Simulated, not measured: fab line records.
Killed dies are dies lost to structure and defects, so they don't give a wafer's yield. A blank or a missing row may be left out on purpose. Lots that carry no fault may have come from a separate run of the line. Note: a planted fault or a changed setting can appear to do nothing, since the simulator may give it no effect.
Split-lot trial || flow sky130 || 5 lots, 23 wafers read, on a route of 708 steps

## THE SPLIT
At SKY_NWELL_SOFTBAKE_06, the setting tempC was moved away from the recipe's 110 C on 5 of the 23 wafers read, by -1.9% to +2.4%. All remaining wafers had this setting at the recipe value.

## FROM THE SPLIT TO THE READING: what the file shows between them, 2 steps
- SKY_NWELL_EXPOSE_07: exposes mask NWM, target cd 840 nm
- SKY_NWELL_PEB_08

## THE READING
coat_of_NWELL_COAT_05.thkNm (the simulator's own value, which no gauge read), in nm, at SKY_NWELL_DEVELOP_09 (develop time 60 s). The file does not state a usual value for it. The 18 wafers here that ran the recipe average 3000 nm, standard deviation 8.1 nm.

{"wafer": "L074.1", "tool, chamber at the split": "lithoTrack-04, 0", "tempC as run, C": 110, "against the recipe": "recipe", "coat_of_NWELL_COAT_05.thkNm, nm": 2987, "against lot-mates on the recipe": "-"}
{"wafer": "L074.2", "tool, chamber at the split": "lithoTrack-04, 0", "tempC as run, C": 110, "against the recipe": "recipe", "coat_of_NWELL_COAT_05.thkNm, nm": 2995, "against lot-mates on the recipe": "-"}
{"wafer": "L074.3", "tool, chamber at the split": "lithoTrack-04, 0", "tempC as run, C": 110, "against the recipe": "recipe", "coat_of_NWELL_COAT_05.thkNm, nm": 2995, "against lot-mates on the recipe": "-"}
{"wafer": "L074.5", "tool, chamber at the split": "lithoTrack-04, 0", "tempC as run, C": 110, "against the recipe": "recipe", "coat_of_NWELL_COAT_05.thkNm, nm": 2994, "against lot-mates on the recipe": "-"}
{"wafer": "L074.6", "tool, chamber at the split": "lithoTrack-04, 0", "tempC as run, C": 110, "against the recipe": "recipe", "coat_of_NWELL_COAT_05.thkNm, nm": 2993, "against lot-mates on the recipe": "-"}
{"wafer": "L076.1", "tool, chamber at the split": "lithoTrack-04, 0", "tempC as run, C": 110, "against the recipe": "recipe", "coat_of_NWELL_COAT_05.thkNm, nm": 3002, "against lot-mates on the recipe": "-"}
{"wafer": "L076.5", "tool, chamber at the split": "lithoTrack-04, 0", "tempC as run, C": 110, "against the recipe": "recipe", "coat_of_NWELL_COAT_05.thkNm, nm": 3002, "against lot-mates on the recipe": "-"}
{"wafer": "L076.2", "tool, chamber at the split": "lithoTrack-04, 0", "tempC as run, C": 110, "against the recipe": "recipe", "coat_of_NWELL_COAT_05.thkNm, nm": 3000, "against lot-mates on the recipe": "-"}
{"wafer": "L080.2", "tool, chamber at the split": "lithoTrack-02, 0", "tempC as run, C": 110, "against the recipe": "recipe", "coat_of_NWELL_COAT_05.thkNm, nm": 3009, "against lot-mates on the recipe": "-"}
{"wafer": "L080.3", "tool, chamber at the split": "lithoTrack-02, 0", "tempC as run, C": 110, "against the recipe": "recipe", "coat_of_NWELL_COAT_05.thkNm, nm": 3012, "against lot-mates on the recipe": "-"}
{"wafer": "L080.4", "tool, chamber at the split": "lithoTrack-02, 0", "tempC as run, C": 110, "against the recipe": "recipe", "coat_of_NWELL_COAT_05.thkNm, nm": 3004, "against lot-mates on the recipe": "-"}
{"wafer": "L080.5", "tool, chamber at the split": "lithoTrack-02, 0", "tempC as run, C": 110, "against the recipe": "recipe", "coat_of_NWELL_COAT_05.thkNm, nm": 3011, "against lot-mates on the recipe": "-"}
{"wafer": "L080.6", "tool, chamber at the split": "lithoTrack-02, 0", "tempC as run, C": 110, "against the recipe": "recipe", "coat_of_NWELL_COAT_05.thkNm, nm": 3003, "against lot-mates on the recipe": "-"}
{"wafer": "L079.1", "tool, chamber at the split": "lithoTrack-03, 0", "tempC as run, C": 110, "against the recipe": "recipe", "coat_of_NWELL_COAT_05.thkNm, nm": 3004, "against lot-mates on the recipe": "-"}
{"wafer": "L079.2", "tool, chamber at the split": "lithoTrack-03, 0", "tempC as run, C": 112.6, "against the recipe": "+2.4%", "coat_of_NWELL_COAT_05.thkNm, nm": 2984, "against lot-mates on the recipe": -23}
{"wafer": "L079.3", "tool, chamber at the split": "lithoTrack-03, 0", "tempC as run, C": 110, "against the recipe": "recipe", "coat_of_NWELL_COAT_05.thkNm, nm": 3013, "against lot-mates on the recipe": "-"}
{"wafer": "L079.4", "tool, chamber at the split": "lithoTrack-03, 0", "tempC as run, C": 112.6, "against the recipe": "+2.4%", "coat_of_NWELL_COAT_05.thkNm, nm": 2973, "against lot-mates on the recipe": -34}
{"wafer": "L079.5", "tool, chamber at the split": "lithoTrack-03, 0", "tempC as run, C": 110, "against the recipe": "recipe", "coat_of_NWELL_COAT_05.thkNm, nm": 3003, "against lot-mates on the recipe": "-"}
{"wafer": "L083.1", "tool, chamber at the split": "lithoTrack-03, 0", "tempC as run, C": 107.9, "against the recipe": "-1.9%", "coat_of_NWELL_COAT_05.thkNm, nm": 3013, "against lot-mates on the recipe": "+24"}
{"wafer": "L083.2", "tool, chamber at the split": "lithoTrack-03, 0", "tempC as run, C": 110, "against the recipe": "recipe", "coat_of_NWELL_COAT_05.thkNm, nm": 2984, "against lot-mates on the recipe": "-"}
{"wafer": "L083.3", "tool, chamber at the split": "lithoTrack-03, 0", "tempC as run, C": 110, "against the recipe": "recipe", "coat_of_NWELL_COAT_05.thkNm, nm": 2994, "against lot-mates on the recipe": "-"}
{"wafer": "L083.5", "tool, chamber at the split": "lithoTrack-03, 0", "tempC as run, C": 107.9, "against the recipe": "-1.9%", "coat_of_NWELL_COAT_05.thkNm, nm": 3005, "against lot-mates on the recipe": "+16"}
{"wafer": "L083.6", "tool, chamber at the split": "lithoTrack-03, 0", "tempC as run, C": 107.9, "against the recipe": "-1.9%", "coat_of_NWELL_COAT_05.thkNm, nm": 3023, "against lot-mates on the recipe": "+34"}

THE FIT
A straight line over all 23 wafers: coat_of_NWELL_COAT_05.thkNm changes by -8.15 nm for each +1% of tempC; r = -0.71; the points scatter about the line by 8.2 nm.
The same after taking each lot's own level away (the mean of its wafers on the recipe; 23 wafers): -12.4 nm for each +1%; r = -0.94; scatter 4.6 nm.
That fit puts the effect of the largest move of tempC on the reading at 29 nm.
The lots' own levels span 2989.0 to 3007.8 nm, that is 2.3 times the standard deviation above.
So the lot-to-lot level blurs the effect unless lot-mates are compared.
Check: -31.9 nm against its lot-mates is what the line predicts for one of the wafers moved furthest among these (+2.4%) when that wafer is left out of the fit. It came out at -22.7 nm against them.

## ADDITIONAL SPLITS CARRIED BY THESE WAFERS
Before the reading, these wafers also passed through other splits. Each is held against what the fit with the lots' levels taken away leaves over:
{"other split on the same wafers": "SKY_FIELD_ISO_ETCH_15 timeS", "wafers away from the commonest value": 9, "r with coat_of_NWELL_COAT_05.thkNm (lot level and that fit taken away)": -0.09}

## THE WHOLE CHAIN: every reading that the file lists as answering this split, in the file's order
{"step": "SKY_NWELL_DEVELOP_09", "what it does": "develop time 60 s", "reading": "coat_of_NWELL_COAT_05.thkNm (the simulator's own value, which no gauge read)", "change (the file's fit)": "-12.3 nm for each +1% of the setting", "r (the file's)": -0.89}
{"step": "SKY_NWELL_STRIP_14", "what it does": "strips in O2/N2", "reading": "stripTimeToEndpointS", "change (the file's fit)": "withheld for each +1% of the setting", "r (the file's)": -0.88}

## FILE'S OWN FIT
coat_of_NWELL_COAT_05.thkNm changes by -12.3 nm for each +1% of tempC, r = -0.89.
